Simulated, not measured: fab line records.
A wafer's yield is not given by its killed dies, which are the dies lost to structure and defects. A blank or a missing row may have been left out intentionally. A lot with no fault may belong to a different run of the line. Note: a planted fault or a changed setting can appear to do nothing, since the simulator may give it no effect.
Check for tools in common / flow gf180mcu / 42 wafers sampled across 14 lots

== REASON IT WAS OPENED ==
At GF_NSD_CD_MEAS_07 the reading cd_nm is flagged on 2 of 14 lots. Wafers without a fault read 399.5 nm, standard deviation 2.3.
Rule: a lot is flagged in two cases, either no wafer of it has a number, or all its wafers with numbers fall more than 4 standard deviations from that mean. As for the other lots, they are considered sound.

lot=L315; measured=day 13 04:47; on=cd_sem-01; cd_nm (nm), wafer by wafer=397.5 395.6 395.3; flag=
lot=L316; measured=day 13 09:13; on=cd_sem-01; cd_nm (nm), wafer by wafer=400.2 402.1 402.2; flag=
lot=L317; measured=day 13 22:07; on=cd_sem-01; cd_nm (nm), wafer by wafer=400.5 400.3 399.2; flag=
lot=L321; measured=day 15 09:59; on=cd_sem-01; cd_nm (nm), wafer by wafer=395.7 397.1 398.6; flag=
lot=L322; measured=day 15 18:38; on=cd_sem-01; cd_nm (nm), wafer by wafer=405.8 404.2 406.6; flag=
lot=L323; measured=day 16 10:59; on=cd_sem-02; cd_nm (nm), wafer by wafer=400.7 399.3 400.8; flag=
lot=L324; measured=day 17 06:51; on=cd_sem-02; cd_nm (nm), wafer by wafer=403.8 402.9 404.0; flag=
lot=L327; measured=day 17 16:22; on=cd_sem-02; cd_nm (nm), wafer by wafer=403.2 403.2 401.2; flag=
lot=L326; measured=day 18 00:16; on=cd_sem-02; cd_nm (nm), wafer by wafer=399.4 397.5 396.6; flag=
lot=L333; measured=day 19 16:34; on=cd_sem-01; cd_nm (nm), wafer by wafer=396.4 398.7 398.1; flag=
lot=L334; measured=day 19 21:37; on=cd_sem-02; cd_nm (nm), wafer by wafer=403.5 400.6 401.8; flag=
lot=L336; measured=day 20 19:19; on=cd_sem-01; cd_nm (nm), wafer by wafer=383.9 384.5 384.3; flag=FLAGGED
lot=L337; measured=day 21 03:59; on=cd_sem-01; cd_nm (nm), wafer by wafer=386.9 384.5 386.4; flag=FLAGGED
lot=L338; measured=day 21 08:57; on=cd_sem-01; cd_nm (nm), wafer by wafer=397.0 396.9 397.2; flag=
On average the flagged lots' numbers are 385.1 nm, which is -14.4 nm against the usual, or -6 standard deviations.

== EACH LOT AND THE TOOL IT RAN ON ==
The record holds 1 process step before the reading, out of a route of 602 steps. Each cell gives the tool, then ch followed by the chambers the sampled wafers passed through, then the start.
lot=L315; flag=; GF_NSD_EXPOSE_04=iline_stepper-02 ch 0, day 12 19:17
lot=L316; flag=; GF_NSD_EXPOSE_04=iline_stepper-02 ch 0, day 12 22:49
lot=L317; flag=; GF_NSD_EXPOSE_04=iline_stepper-01 ch 0, day 13 12:41
lot=L321; flag=; GF_NSD_EXPOSE_04=iline_stepper-02 ch 0, day 14 23:32
lot=L322; flag=; GF_NSD_EXPOSE_04=iline_stepper-02 ch 0, day 15 08:04
lot=L323; flag=; GF_NSD_EXPOSE_04=iline_stepper-02 ch 0, day 16 00:08
lot=L324; flag=; GF_NSD_EXPOSE_04=iline_stepper-01 ch 0, day 16 19:26
lot=L327; flag=; GF_NSD_EXPOSE_04=iline_stepper-01 ch 0, day 17 05:22
lot=L326; flag=; GF_NSD_EXPOSE_04=iline_stepper-02 ch 0, day 17 12:59
lot=L333; flag=; GF_NSD_EXPOSE_04=iline_stepper-01 ch 0, day 19 04:15
lot=L334; flag=; GF_NSD_EXPOSE_04=iline_stepper-02 ch 0, day 19 09:23
lot=L336; flag=FLAGGED; GF_NSD_EXPOSE_04=iline_stepper-02 ch 0, day 20 07:32
lot=L337; flag=FLAGGED; GF_NSD_EXPOSE_04=iline_stepper-02 ch 0, day 20 16:14
lot=L338; flag=; GF_NSD_EXPOSE_04=iline_stepper-01 ch 0, day 20 21:17
These steps, and what they do:
- GF_NSD_EXPOSE_04: exposes mask Nplus, target cd 400 nm.
- GF_NSD_CD_MEAS_07: target cd 400 nm.

== FLAGGED OVER TOTAL, TOOL BY TOOL (the gauges that took the reading come last) ==
step=GF_NSD_EXPOSE_04; tool=iline_stepper-01; lots run=5; flagged=0; share of the flagged lots=none; sound lots run after its first flagged lot=-
step=GF_NSD_EXPOSE_04; tool=iline_stepper-02; lots run=9; flagged=2; share of the flagged lots=all; sound lots run after its first flagged lot=0
step=GF_NSD_CD_MEAS_07; tool=cd_sem-01; lots run=9; flagged=2; share of the flagged lots=all; sound lots run after its first flagged lot=1 (L338)
step=GF_NSD_CD_MEAS_07; tool=cd_sem-02; lots run=5; flagged=0; share of the flagged lots=none; sound lots run after its first flagged lot=-

== WHAT THE TABLE PERMITS ==
Rows of the table that ran all the flagged lots, 2 in number: iline_stepper-02 at GF_NSD_EXPOSE_04; cd_sem-01 at GF_NSD_CD_MEAS_07.
- iline_stepper-02 at GF_NSD_EXPOSE_04 ran 9 lots, 2 of them flagged. Last sound lot L334 at day 19 09:23, first flagged lot L336 at day 20 07:32; a fault beginning in between fits. Its own readings lie more than 4 standard deviations out on every wafer of the flagged lots: exposure_dose_mJ_cm2.
- cd_sem-01 at GF_NSD_CD_MEAS_07 ran 9 lots, 2 of them flagged. After the first flagged lot (L338), sound lots still ran on it; a lasting fault on the whole tool would not permit that.
iline_stepper-02 at GF_NSD_EXPOSE_04 is the single tool remaining.

== WHAT HAD BEEN PUT IN BY THE SIMULATOR ==
Drift in process parameters on iline_stepper-02 at GF_NSD_EXPOSE_04, starting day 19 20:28. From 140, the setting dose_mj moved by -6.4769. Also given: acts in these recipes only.
Shown lots that were struck: L336, L337. This agrees with what the rule above found.
